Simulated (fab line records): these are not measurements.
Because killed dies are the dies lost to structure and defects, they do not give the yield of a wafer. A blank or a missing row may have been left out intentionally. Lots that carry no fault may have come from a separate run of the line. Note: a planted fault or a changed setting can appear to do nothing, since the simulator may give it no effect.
fab line records | flow sky130 | part 1 of 2: steps 1 to 29 of 41
[record] lots = 5 | wafers = 15 | lastDay = 50
route steps=708 shown SONOS_ONO@171 GATE_OXIDE@187 POLY_GATE@204 RES_PROTECT@206
lots that met no fault: taken from a fault-free run of the same line
startH: start of the lot's first displayed wafer, in hours after the record's first day | waitH: how many hours have passed since the lot's step before this one | " unchanged from the row above | L1.1+2: a single row standing in for several wafers | - either no value or no given start | * or withheld: withheld | < > ~ a bound
route shown NAME@n: names a module that has steps shown in the file, with the first one's number in the route | usual: the fault-free wafers' mean and standard deviation | same: alike in all rows | chamber/n: place in a boat | sites: each site's reading | _std_site: the values' standard deviation | _edge_site: the outer-site mean with the inner-site mean subtracted | radiusMm: how far each site lies from the wafer's centre | mask NAME#n: copy n | behind: the most recent tool/chamber to have shaped the wafer | hold: cause of the lot's hold/its duration in hours/its outcome | device: whichever transistor did not switch (one of n, p or np) | end of line: at the end of the route, the tests of the same wafers | a step with no rows: only its recipe | killed: count of dies lost to structure and defects at first sort (not the wafer's yield) | map: dies across one wafer; x = killed, . = not, _ = none there
set.NAME: the run value of the setting; set.NAME@STEP: its run value at that earlier step | model.NAME: the simulator's own value behind a step, which no gauge read
lots at some steps of the route; a table a step, a row a wafer
services: a tool's chamber out of use, with start hour (startH, from the record's first day; less than 0 if before it), hours out, and reason
[[steps]]
[step SKY_SONOS_ONO_THK_MEAS_03]
[recipe] reads = Si3N4_of_SONOS_ONO_CVD_02
[usual] SONOS_ONO_CVD_02_THK = 10.47/0.11
lot.wafer | tool         | chamber | startH | waitH | SONOS_ONO_CVD_02_THK[nm]
L074.1    | filmMetro-01 | -       | 246.88 | 0.0   | 10.58
L074.4    | "            | -       | "      | "     | 10.45
L074.5    | "            | -       | "      | "     | 10.50
L083.1    | filmMetro-04 | -       | 322.65 | 0.0   | 10.40
L083.3    | "            | -       | "      | "     | 10.24
L083.5    | "            | -       | "      | "     | 10.35
L091.1    | filmMetro-01 | -       | 396.94 | 0.0   | 10.43
L091.2    | "            | -       | "      | "     | 10.44
L091.3    | "            | -       | "      | "     | 10.29
L093.2    | filmMetro-03 | -       | 405.43 | 0.0   | 10.54
L093.4    | "            | -       | "      | "     | 10.47
L093.6    | "            | -       | "      | "     | 10.65
L094.1    | filmMetro-03 | -       | 418.61 | 0.0   | 10.38
L094.2    | "            | -       | "      | "     | 10.46
L094.5    | "            | -       | "      | "     | 10.42
[step SKY_SONOS_ONO_CVD_04]
[recipe] material = SiO2 | precursor = SiH4/N2O | targetThkNm = 5.7199 | tempC = 900 | pressureMtorr = 400
[usual] spikeTcBottomC = 916.6/1.1
[same] timeS = 900
lot.wafer | tool     | chamber | startH | waitH | spikeTcBottomC
L074.1    | lpcvd-03 | 1       | 246.94 | 0.1   | 916.3
L074.4    | "        | 1       | "      | "     | 916.1
L074.5    | "        | 1       | "      | "     | 916.9
L083.1    | lpcvd-03 | 1       | 322.71 | 0.1   | 917.0
L083.3    | "        | 1       | "      | "     | 915.8
L083.5    | "        | 1       | "      | "     | 916.0
L091.1    | lpcvd-03 | 0       | 397.00 | 0.1   | 915.5
L091.2    | "        | 0       | "      | "     | 914.5
L091.3    | "        | 0       | "      | "     | 914.6
L093.2    | lpcvd-03 | 0       | 405.48 | 0.0   | 916.7
L093.4    | "        | 0       | "      | "     | 917.5
L093.6    | "        | 0       | "      | "     | 917.9
L094.1    | lpcvd-03 | 1       | 418.67 | 0.1   | 914.6
L094.2    | "        | 1       | "      | "     | 918.1
L094.5    | "        | 1       | "      | "     | 917.0
[step SKY_SONOS_ONO_THK_MEAS_05]
[recipe] reads = SiO2_of_SONOS_ONO_CVD_04
[usual] SONOS_ONO_CVD_04_THK = 5.68/0.11
lot.wafer | tool         | chamber | startH | waitH | SONOS_ONO_CVD_04_THK[nm]
L074.1    | filmMetro-03 | -       | 248.81 | 0.0   | 5.74
L074.4    | "            | -       | "      | "     | 5.72
L074.5    | "            | -       | "      | "     | 5.75
L083.1    | filmMetro-04 | -       | 323.96 | 0.0   | 5.79
L083.3    | "            | -       | "      | "     | 5.83
L083.5    | "            | -       | "      | "     | 5.68
L091.1    | filmMetro-03 | -       | 398.25 | 0.0   | 5.84
L091.2    | "            | -       | "      | "     | 5.75
L091.3    | "            | -       | "      | "     | 5.80
L093.2    | filmMetro-01 | -       | 406.74 | 0.0   | 5.67
L093.4    | "            | -       | "      | "     | 5.62
L093.6    | "            | -       | "      | "     | 5.68
L094.1    | filmMetro-04 | -       | 419.92 | 0.0   | 5.62
L094.2    | "            | -       | "      | "     | 5.67
L094.5    | "            | -       | "      | "     | 5.74
[step SKY_SONOS_ONO_DEHYDRATE_06]
[recipe] tempC = 200 | timeS = 60
[same] timeS = 60
lot.wafer  | tool          | chamber | startH | waitH
L074.1+4+5 | lithoTrack-01 | 0       | 260.22 | 11.4
L083.1+3+5 | lithoTrack-01 | 0       | 336.27 | 12.3
L091.1+2+3 | lithoTrack-01 | 0       | 412.87 | 14.6
L093.2+4+6 | lithoTrack-01 | 0       | 421.79 | 15.0
L094.1+2+5 | lithoTrack-03 | 0       | 434.12 | 14.2
[step SKY_SONOS_ONO_HMDS_07]
[recipe] primeTimeS = 60 | primeTempC = 120
[same] primeTimeS = 60
lot.wafer  | tool          | chamber | startH | waitH
L074.1+4+5 | lithoTrack-01 | 0       | 260.37 | 0.1
L083.1+3+5 | lithoTrack-01 | 0       | 336.42 | 0.1
L091.1+2+3 | lithoTrack-01 | 0       | 413.02 | 0.1
L093.2+4+6 | lithoTrack-01 | 0       | 421.94 | 0.1
L094.1+2+5 | lithoTrack-03 | 0       | 434.27 | 0.1
[step SKY_SONOS_ONO_COAT_08]
[recipe] resist = NOVOLAK | spinRpm = 3000 | resistThkNm = 1140
[usual] spinSpeedRpm = 3000.1/2.1
lot.wafer | tool          | chamber | startH | waitH | spinSpeedRpm
L074.1    | lithoTrack-01 | 0       | 260.52 | 0.1   | 3000.8
L074.4    | "             | 0       | "      | "     | 2998.7
L074.5    | "             | 0       | "      | "     | 2996.9
L083.1    | lithoTrack-01 | 0       | 336.57 | 0.1   | 2997.9
L083.3    | "             | 0       | "      | "     | 2999.2
L083.5    | "             | 0       | "      | "     | 2995.2
L091.1    | lithoTrack-01 | 0       | 413.17 | 0.1   | 3002.3
L091.2    | "             | 0       | "      | "     | 2998.8
L091.3    | "             | 0       | "      | "     | 2999.2
L093.2    | lithoTrack-01 | 0       | 422.09 | 0.1   | 2997.0
L093.4    | "             | 0       | "      | "     | 2998.1
L093.6    | "             | 0       | "      | "     | 3004.1
L094.1    | lithoTrack-03 | 0       | 434.42 | 0.1   | 2998.2
L094.2    | "             | 0       | "      | "     | 3001.5
L094.5    | "             | 0       | "      | "     | 2999.1
[step SKY_SONOS_ONO_SOFTBAKE_09]
[recipe] tempC = 90 | timeS = 60 | resist = NOVOLAK
[same] timeS = 60
lot.wafer  | tool          | chamber | startH | waitH
L074.1+4+5 | lithoTrack-01 | 0       | 260.67 | 0.1
L083.1+3+5 | lithoTrack-01 | 0       | 336.72 | 0.1
L091.1+2+3 | lithoTrack-01 | 0       | 413.32 | 0.1
L093.2+4+6 | lithoTrack-01 | 0       | 422.24 | 0.1
L094.1+2+5 | lithoTrack-03 | 0       | 434.57 | 0.1
[step SKY_SONOS_ONO_EXPOSE_10]
[recipe] maskId = ONOM | targetCdNm = 410 | na = 0.6 | sourceShape = conventional | sigmaOuter = 0.6 | doseMj = 150
[usual] exposureDoseMJCm2 = 149.98/0.14
[same] sigmaOuter = 0.6
lot.wafer | tool            | chamber | startH | waitH | mask   | exposureDoseMJCm2
L074.1    | ilineStepper-01 | 0       | -      | -     | ONOM#0 | 149.88
L074.4    | "               | 0       | "      | "     | ONOM#0 | 149.89
L074.5    | "               | 0       | "      | "     | ONOM#0 | 150.01
L083.1    | ilineStepper-02 | 0       | -      | -     | ONOM#0 | 150.22
L083.3    | "               | 0       | "      | "     | ONOM#0 | 150.02
L083.5    | "               | 0       | "      | "     | ONOM#0 | 149.96
L091.1    | ilineStepper-01 | 0       | -      | -     | ONOM#0 | 149.99
L091.2    | "               | 0       | "      | "     | ONOM#0 | 149.91
L091.3    | "               | 0       | "      | "     | ONOM#0 | 149.92
L093.2    | ilineStepper-01 | 0       | -      | -     | ONOM#0 | 150.17
L093.4    | "               | 0       | "      | "     | ONOM#0 | 150.20
L093.6    | "               | 0       | "      | "     | ONOM#0 | 149.87
L094.1    | ilineStepper-02 | 0       | -      | -     | ONOM#0 | 149.99
L094.2    | "               | 0       | "      | "     | ONOM#0 | 150.21
L094.5    | "               | 0       | "      | "     | ONOM#0 | 150.03
[step SKY_SONOS_ONO_PEB_11]
[recipe] tempC = withheld | timeS = * | resist = NOVOLAK
[same] timeS = *
lot.wafer  | tool          | chamber | startH | waitH
L074.1+4+5 | lithoTrack-03 | 0       | -      | -
L083.1+3+5 | lithoTrack-01 | 0       | -      | -
L091.1+2+3 | lithoTrack-04 | 0       | -      | -
L093.2+4+6 | lithoTrack-04 | 0       | -      | -
L094.1+2+5 | lithoTrack-01 | 0       | -      | -
[step SKY_SONOS_ONO_DEVELOP_12]
[recipe] developTimeS = 60 | devTempC = 23
lot.wafer  | tool          | chamber | startH | waitH
L074.1+4+5 | lithoTrack-03 | 0       | 273.27 | 0.1
L083.1+3+5 | lithoTrack-01 | 0       | 349.32 | 0.1
L091.1+2+3 | lithoTrack-04 | 0       | 428.38 | 0.1
L093.2+4+6 | lithoTrack-04 | 0       | 437.16 | 0.1
L094.1+2+5 | lithoTrack-01 | 0       | 450.12 | 0.1
[step SKY_SONOS_ONO_CD_MEAS_13]
[recipe] targetCdNm = 410
[usual] cdNm = 410.1/2.6
lot.wafer | tool     | chamber | startH | waitH | cdNm
L074.1    | cdSem-01 | -       | 273.42 | 0.1   | 410.0
L074.4    | "        | -       | "      | "     | 409.6
L074.5    | "        | -       | "      | "     | 410.6
L083.1    | cdSem-01 | -       | 349.47 | 0.1   | 416.3
L083.3    | "        | -       | "      | "     | 413.6
L083.5    | "        | -       | "      | "     | 411.2
L091.1    | cdSem-02 | -       | 428.53 | 0.1   | 409.3
L091.2    | "        | -       | "      | "     | 409.9
L091.3    | "        | -       | "      | "     | 410.7
L093.2    | cdSem-02 | -       | 437.30 | 0.1   | 414.3
L093.4    | "        | -       | "      | "     | 414.6
L093.6    | "        | -       | "      | "     | 414.1
L094.1    | cdSem-02 | -       | 450.27 | 0.1   | 407.6
L094.2    | "        | -       | "      | "     | 408.9
L094.5    | "        | -       | "      | "     | 409.9
[step SKY_SONOS_ONO_OVL_MEAS_14]
[usual] SONOS_ONO_OVL = -0.4/1.1
lot.wafer | tool       | chamber | startH | waitH | SONOS_ONO_OVL[nm]
L074.1    | overlay-02 | -       | 273.54 | 0.1   | 1.9
L074.4    | "          | -       | "      | "     | 1.5
L074.5    | "          | -       | "      | "     | 0.8
L083.1    | overlay-01 | -       | 349.59 | 0.1   | -1.3
L083.3    | "          | -       | "      | "     | 1.0
L083.5    | "          | -       | "      | "     | -0.5
L091.1    | overlay-02 | -       | 428.65 | 0.1   | 0.2
L091.2    | "          | -       | "      | "     | 1.5
L091.3    | "          | -       | "      | "     | -0.7
L093.2    | overlay-02 | -       | 437.41 | 0.1   | -2.5
L093.4    | "          | -       | "      | "     | -0.8
L093.6    | "          | -       | "      | "     | -1.2
L094.1    | overlay-02 | -       | 450.39 | 0.1   | -1.0
L094.2    | "          | -       | "      | "     | -0.6
L094.5    | "          | -       | "      | "     | -0.3
[step SKY_SONOS_ONO_ETCH_15]
[recipe] targetDepthNm = 19.52 | chemistry = CHF3/O2 | sourceW = 600 | biasW = 200 | pressureMtorr = 40 | chf3FlowSccm = 50 | O2_flow_sccm = 5 | timeS = 7.8
[usual] drypumpMotorCurrentA = 5.6/0.47 | oesProductAu = 0.998/0.0078 | throttleValvePct = 8.826/0.0092
[same] timeS = 7.8
lot.wafer | tool       | chamber | startH | waitH | drypumpMotorCurrentA | oesProductAu | rfHoursCounterH | throttleValvePct
L074.1    | rieDiel-02 | 2       | 273.58 | 0.0   | 5.5                  | 0.994        | 55              | 8.818
L074.4    | "          | 3       | "      | "     | 5.8                  | 0.985        | 121             | 8.815
L074.5    | "          | 1       | "      | "     | 6.0                  | 1.007        | -               | 8.821
L083.1    | rieDiel-04 | 2       | 349.62 | 0.0   | 5.6                  | 0.999        | 4               | 8.822
L083.3    | "          | 3       | "      | "     | 5.8                  | 0.984        | 0               | 8.815
L083.5    | "          | 1       | "      | "     | 6.8                  | 0.983        | -               | 8.818
L091.1    | rieDiel-01 | 3       | 428.69 | 0.0   | 5.0                  | 0.990        | 3               | 8.806
L091.2    | "          | 2       | "      | "     | 5.4                  | 0.993        | 0               | 8.846
L091.3    | "          | 0       | "      | "     | 5.1                  | 1.000        | 13              | 8.819
L093.2    | rieDiel-01 | 3       | 437.44 | 0.0   | 5.0                  | 1.003        | 3               | 8.826
L093.4    | "          | 1       | "      | "     | 5.4                  | 0.993        | 67              | 8.819
L093.6    | "          | 2       | "      | "     | 5.4                  | 0.990        | -               | 8.828
L094.1    | rieDiel-02 | 3       | 450.42 | 0.0   | 5.8                  | 0.998        | 2               | 8.820
L094.2    | "          | 1       | "      | "     | 6.0                  | 0.991        | 77              | 8.818
L094.5    | "          | 2       | "      | "     | 5.5                  | 0.990        | -               | 8.836
[step SKY_SONOS_ONO_WET_ETCH_16]
[recipe] chemistry = dHF | targetDepthNm = 14 | dry = n2Spin | target = SiO2 | dilution = 100:1 | tempC = 25 | timeS = 280
[same] timeS = 280
lot.wafer  | tool        | chamber | startH | waitH
L074.1+4+5 | wetBench-04 | 1       | 273.60 | 0.0
L083.1+3+5 | wetBench-04 | 0       | 349.64 | 0.0
L091.1+2+3 | wetBench-03 | 2       | 428.71 | 0.0
L093.2+4+6 | wetBench-03 | 3       | 437.46 | 0.0
L094.1+2+5 | wetBench-02 | 3       | 450.44 | 0.0
[step SKY_SONOS_ONO_STRIP_17]
[recipe] chemistry = O2/N2 | powerW = 1400 | pressureMtorr = 1500 | platenTempC = withheld | o2FlowSccm = 3000 | n2FlowSccm = 300 | overashFraction = 0.5
[usual] drypumpMotorCurrentA = 5.9/0.52 | oesProductAu = 0.710/0.0041 | stripTimeToEndpointS = 14.09/0.053
[same] overashFraction = 0.5
lot.wafer | tool           | chamber | startH | waitH | drypumpMotorCurrentA | oesProductAu | rfHoursCounterH | stripTimeToEndpointS
L074.1    | plasmaAsher-04 | 0       | 273.69 | 0.0   | 5.2                  | 0.711        | 15              | 14.06
L074.4    | "              | 1       | "      | "     | 5.1                  | 0.702        | -               | 14.01
L074.5    | "              | 1       | "      | "     | 5.1                  | 0.715        | -               | 14.03
L083.1    | plasmaAsher-02 | 1       | 349.73 | 0.0   | 6.3                  | 0.707        | 68              | 14.12
L083.3    | "              | 0       | "      | "     | 6.4                  | 0.713        | -               | 14.12
L083.5    | "              | 0       | "      | "     | 6.4                  | 0.710        | -               | 14.13
L091.1    | plasmaAsher-01 | 0       | 428.80 | 0.0   | 6.1                  | 0.710        | 69              | 14.10
L091.2    | "              | 1       | "      | "     | 5.4                  | 0.708        | 69              | 14.10
L091.3    | "              | 1       | "      | "     | 5.4                  | 0.711        | -               | 14.02
L093.2    | plasmaAsher-02 | 1       | 437.55 | 0.0   | 6.3                  | 0.711        | 1               | 14.05
L093.4    | "              | 1       | "      | "     | 6.3                  | 0.720        | -               | 14.04
L093.6    | "              | 1       | "      | "     | 6.3                  | 0.703        | -               | 14.07
L094.1    | plasmaAsher-02 | 0       | 450.53 | 0.0   | 6.4                  | 0.714        | 2               | 14.03
L094.2    | "              | 1       | "      | "     | 6.3                  | 0.714        | 2               | 14.05
L094.5    | "              | 0       | "      | "     | 6.4                  | 0.717        | -               | 14.04
[step SKY_SONOS_ONO_WET_ETCH_18]
[recipe] chemistry = H3PO4 | targetDepthNm = 15 | target = Si3N4 | tempC = 160 | timeS = 172
[same] timeS = 172
lot.wafer  | tool        | chamber | startH | waitH
L074.1+4+5 | wetBench-02 | 2       | 273.79 | 0.1
L083.1+3+5 | wetBench-02 | 3       | 349.83 | 0.1
L091.1+2+3 | wetBench-04 | 0       | 428.90 | 0.1
L093.2+4+6 | wetBench-04 | 1       | 437.65 | 0.1
L094.1+2+5 | wetBench-04 | 0       | 450.63 | 0.1
[step SKY_GATE_OXIDE_CLEAN_00]
[recipe] chemistry = SC1/SC2 | mix = 1:4:20 | tempC = 70 | timeS = 150 | dry = n2Spin
[same] timeS = 150
lot.wafer  | tool        | chamber | startH | waitH
L074.1+4+5 | wetBench-04 | 3       | 273.84 | 0.0
L083.1+3+5 | wetBench-04 | 0       | 349.88 | 0.0
L091.1+2+3 | wetBench-02 | 1       | 428.95 | 0.0
L093.2+4+6 | wetBench-03 | 2       | 437.70 | 0.0
L094.1+2+5 | wetBench-03 | 2       | 450.70 | 0.0
[step SKY_GATE_OXIDE_OXIDATION_01]
[recipe] tempC = 900 | ambient = O2 | stabiliseS = 600 | purgeS = 300 | targetThkA = 102.68 | oxTimeS = 1473
[usual] spikeTcBottomC = 915.2/1.1
[same] stabiliseS = 600
lot.wafer | tool       | chamber | startH | waitH | spikeTcBottomC
L074.1    | furnace-02 | 0       | 273.89 | 0.0   | 914.7
L074.4    | "          | 0       | "      | "     | 915.9
L074.5    | "          | 0       | "      | "     | 916.2
L083.1    | furnace-01 | 0       | 350.78 | 0.8   | 916.1
L083.3    | "          | 0       | "      | "     | 914.7
L083.5    | "          | 0       | "      | "     | 914.8
L091.1    | furnace-02 | 0       | 429.00 | 0.0   | 915.7
L091.2    | "          | 0       | "      | "     | 916.3
L091.3    | "          | 0       | "      | "     | 916.5
L093.2    | furnace-01 | 0       | 437.75 | 0.0   | 915.2
L093.4    | "          | 0       | "      | "     | 914.4
L093.6    | "          | 0       | "      | "     | 913.7
L094.1    | furnace-01 | 0       | 450.75 | 0.0   | 913.7
L094.2    | "          | 0       | "      | "     | 915.5
L094.5    | "          | 0       | "      | "     | 915.1
[step SKY_GATE_OXIDE_THK_MEAS_02]
[recipe] reads = SiO2_of_GATE_OXIDE_OXIDATION_01
[usual] GATE_OXIDE_OXIDATION_00_THK = 10.34/0.19
lot.wafer | tool         | chamber | startH | waitH | GATE_OXIDE_OXIDATION_00_THK[nm]
L074.1    | filmMetro-02 | -       | 275.30 | 0.0   | 10.57
L074.4    | "            | -       | "      | "     | 10.54
L074.5    | "            | -       | "      | "     | 10.50
L083.1    | filmMetro-03 | -       | 352.19 | 0.0   | 10.46
L083.3    | "            | -       | "      | "     | 10.56
L083.5    | "            | -       | "      | "     | 10.37
L091.1    | filmMetro-02 | -       | 430.41 | 0.0   | 10.26
L091.2    | "            | -       | "      | "     | 10.17
L091.3    | "            | -       | "      | "     | 10.37
L093.2    | filmMetro-02 | -       | 439.25 | 0.1   | 10.53
L093.4    | "            | -       | "      | "     | 10.48
L093.6    | "            | -       | "      | "     | 10.33
L094.1    | filmMetro-03 | -       | 452.16 | 0.0   | 10.44
L094.2    | "            | -       | "      | "     | 10.38
L094.5    | "            | -       | "      | "     | 10.56
[step SKY_GATE_OXIDE_DEHYDRATE_03]
[recipe] tempC = 200 | timeS = 60
[same] timeS = 60
lot.wafer  | tool          | chamber | startH | waitH
L074.1+4+5 | lithoTrack-04 | 0       | 286.74 | 11.4
L083.1+3+5 | lithoTrack-02 | 0       | 365.30 | 13.1
L091.1+2+3 | lithoTrack-04 | 0       | 445.33 | 14.9
L093.2+4+6 | lithoTrack-04 | 0       | 453.81 | 14.5
L094.1+2+5 | lithoTrack-02 | 0       | 467.15 | 15.0
[step SKY_GATE_OXIDE_HMDS_04]
[recipe] primeTimeS = 60 | primeTempC = 120
[same] primeTimeS = 60
lot.wafer  | tool          | chamber | startH | waitH
L074.1+4+5 | lithoTrack-04 | 0       | 286.89 | 0.1
L083.1+3+5 | lithoTrack-02 | 0       | 365.45 | 0.1
L091.1+2+3 | lithoTrack-04 | 0       | 445.48 | 0.1
L093.2+4+6 | lithoTrack-04 | 0       | 453.96 | 0.1
L094.1+2+5 | lithoTrack-02 | 0       | 467.30 | 0.1
[step SKY_GATE_OXIDE_COAT_05]
[recipe] resist = NOVOLAK | spinRpm = 3000 | resistThkNm = 1140
[usual] spinSpeedRpm = 3000.6/2
lot.wafer | tool          | chamber | startH | waitH | spinSpeedRpm
L074.1    | lithoTrack-04 | 0       | 287.04 | 0.1   | 2999.6
L074.4    | "             | 0       | "      | "     | 3002.1
L074.5    | "             | 0       | "      | "     | 3003.0
L083.1    | lithoTrack-02 | 0       | 365.60 | 0.1   | 2998.4
L083.3    | "             | 0       | "      | "     | 2995.3
L083.5    | "             | 0       | "      | "     | 2999.6
L091.1    | lithoTrack-04 | 0       | 445.63 | 0.1   | 2998.7
L091.2    | "             | 0       | "      | "     | 2998.4
L091.3    | "             | 0       | "      | "     | 2998.2
L093.2    | lithoTrack-04 | 0       | 454.11 | 0.1   | 3005.9
L093.4    | "             | 0       | "      | "     | 3000.0
L093.6    | "             | 0       | "      | "     | 3001.1
L094.1    | lithoTrack-02 | 0       | 467.45 | 0.1   | 3004.6
L094.2    | "             | 0       | "      | "     | 3003.2
L094.5    | "             | 0       | "      | "     | 3003.3
[step SKY_GATE_OXIDE_SOFTBAKE_06]
[recipe] tempC = 90 | timeS = 60 | resist = NOVOLAK
[same] timeS = 60
lot.wafer  | tool          | chamber | startH | waitH
L074.1+4+5 | lithoTrack-04 | 0       | 287.19 | 0.1
L083.1+3+5 | lithoTrack-02 | 0       | 365.75 | 0.1
L091.1+2+3 | lithoTrack-04 | 0       | 445.78 | 0.1
L093.2+4+6 | lithoTrack-04 | 0       | 454.26 | 0.1
L094.1+2+5 | lithoTrack-02 | 0       | 467.60 | 0.1
[step SKY_GATE_OXIDE_EXPOSE_07]
[recipe] maskId = LVOM | na = 0.6 | sourceShape = conventional | sigmaOuter = 0.6 | polarization = unpolarized | targetCdNm = 600 | doseMj = 170
[usual] exposureDoseMJCm2 = 170.02/0.19
[same] sigmaOuter = 0.6
lot.wafer | tool            | chamber | startH | waitH | mask   | exposureDoseMJCm2
L074.1    | ilineStepper-02 | 0       | -      | -     | LVOM#0 | 170.08
L074.4    | "               | 0       | "      | "     | LVOM#0 | 170.25
L074.5    | "               | 0       | "      | "     | LVOM#0 | 170.09
L083.1    | ilineStepper-02 | 0       | -      | -     | LVOM#0 | 170.05
L083.3    | "               | 0       | "      | "     | LVOM#0 | 169.74
L083.5    | "               | 0       | "      | "     | LVOM#0 | 169.88
L091.1    | ilineStepper-01 | 0       | -      | -     | LVOM#0 | 169.85
L091.2    | "               | 0       | "      | "     | LVOM#0 | 169.87
L091.3    | "               | 0       | "      | "     | LVOM#0 | 169.76
L093.2    | ilineStepper-02 | 0       | -      | -     | LVOM#0 | 170.27
L093.4    | "               | 0       | "      | "     | LVOM#0 | 169.81
L093.6    | "               | 0       | "      | "     | LVOM#0 | 170.00
L094.1    | ilineStepper-02 | 0       | -      | -     | LVOM#0 | 169.98
L094.2    | "               | 0       | "      | "     | LVOM#0 | 170.08
L094.5    | "               | 0       | "      | "     | LVOM#0 | 170.18
[step SKY_GATE_OXIDE_PEB_08]
[recipe] tempC = withheld | timeS = * | resist = NOVOLAK
[same] timeS = *
lot.wafer  | tool          | chamber | startH | waitH
L074.1+4+5 | lithoTrack-01 | 0       | -      | -
L083.1+3+5 | lithoTrack-01 | 0       | -      | -
L091.1+2+3 | lithoTrack-04 | 0       | -      | -
L093.2+4+6 | lithoTrack-04 | 0       | -      | -
L094.1+2+5 | lithoTrack-02 | 0       | -      | -
[step SKY_GATE_OXIDE_DEVELOP_09]
[recipe] resist = NOVOLAK | developer = TMAH | developTimeS = 60 | devTempC = 23
lot.wafer  | tool          | chamber | startH | waitH
L074.1+4+5 | lithoTrack-01 | 0       | 301.37 | 0.1
L083.1+3+5 | lithoTrack-01 | 0       | 379.52 | 0.1
L091.1+2+3 | lithoTrack-04 | 0       | 461.88 | 0.1
L093.2+4+6 | lithoTrack-04 | 0       | 469.66 | 0.1
L094.1+2+5 | lithoTrack-02 | 0       | 483.15 | 0.1
[step SKY_GATE_OXIDE_OVL_MEAS_10]
[usual] GATE_OXIDE_OVL = -0.5/1.2
lot.wafer | tool       | chamber | startH | waitH | GATE_OXIDE_OVL[nm]
L074.1    | overlay-01 | -       | 301.52 | 0.1   | 2.4
L074.4    | "          | -       | "      | "     | 3.3
L074.5    | "          | -       | "      | "     | -0.6
L083.1    | overlay-01 | -       | 379.67 | 0.1   | -1.0
L083.3    | "          | -       | "      | "     | -0.7
L083.5    | "          | -       | "      | "     | -0.4
L091.1    | overlay-02 | -       | 462.03 | 0.1   | -1.5
L091.2    | "          | -       | "      | "     | 0.4
L091.3    | "          | -       | "      | "     | -0.4
L093.2    | overlay-01 | -       | 469.79 | 0.1   | -2.3
L093.4    | "          | -       | "      | "     | -0.4
L093.6    | "          | -       | "      | "     | 0.7
L094.1    | overlay-02 | -       | 483.30 | 0.1   | 0.5
L094.2    | "          | -       | "      | "     | 1.3
L094.5    | "          | -       | "      | "     | 1.9
[step SKY_GATE_OXIDE_IMPLANT_11]
[recipe] species = B | energyKev = 10 | doseCm2 = 2.6e+12 | tiltDeg = withheld
[usual] beamOnS = 10.02/0.21 | endStationPressureTorr = 4.98e-06/2.7e-07
lot.wafer | tool         | chamber | startH | waitH | beamOnS | endStationPressureTorr
L074.1    | implanter-02 | 0       | 301.55 | 0.0   | 9.96    | 4.96e-06
L074.4    | "            | 0       | "      | "     | 10.50   | 4.92e-06
L074.5    | "            | 0       | "      | "     | 9.47    | 5.03e-06
L083.1    | implanter-03 | 0       | 379.70 | 0.0   | 9.74    | 4.47e-06
L083.3    | "            | 0       | "      | "     | 10.03   | 5.3e-06
L083.5    | "            | 0       | "      | "     | 9.80    | 5.05e-06
L091.1    | implanter-02 | 0       | 462.07 | 0.0   | 10.32   | 4.56e-06
L091.2    | "            | 0       | "      | "     | 10.31   | 4.92e-06
L091.3    | "            | 0       | "      | "     | 10.10   | 4.82e-06
L093.2    | implanter-02 | 0       | 469.85 | 0.0   | 10.21   | 5.41e-06
L093.4    | "            | 0       | "      | "     | 10.15   | 4.72e-06
L093.6    | "            | 0       | "      | "     | 9.91    | 5.09e-06
L094.1    | implanter-04 | 0       | 483.33 | 0.0   | 10.05   | 5.21e-06
L094.2    | "            | 0       | "      | "     | 9.86    | 4.47e-06
L094.5    | "            | 0       | "      | "     | 9.85    | 4.91e-06
[step SKY_GATE_OXIDE_WET_ETCH_12]
[recipe] chemistry = dHF | targetDepthNm = 16.8 | dry = n2Spin | target = SiO2 | dilution = 100:1 | tempC = 25 | timeS = 336
[same] timeS = 336
lot.wafer  | tool        | chamber | startH | waitH
L074.1+4+5 | wetBench-03 | 1       | 301.70 | 0.1
L083.1+3+5 | wetBench-04 | 2       | 379.85 | 0.1
L091.1+2+3 | wetBench-02 | 2       | 462.22 | 0.1
L093.2+4+6 | wetBench-03 | 0       | 469.97 | 0.1
L094.1+2+5 | wetBench-03 | 1       | 483.48 | 0.1
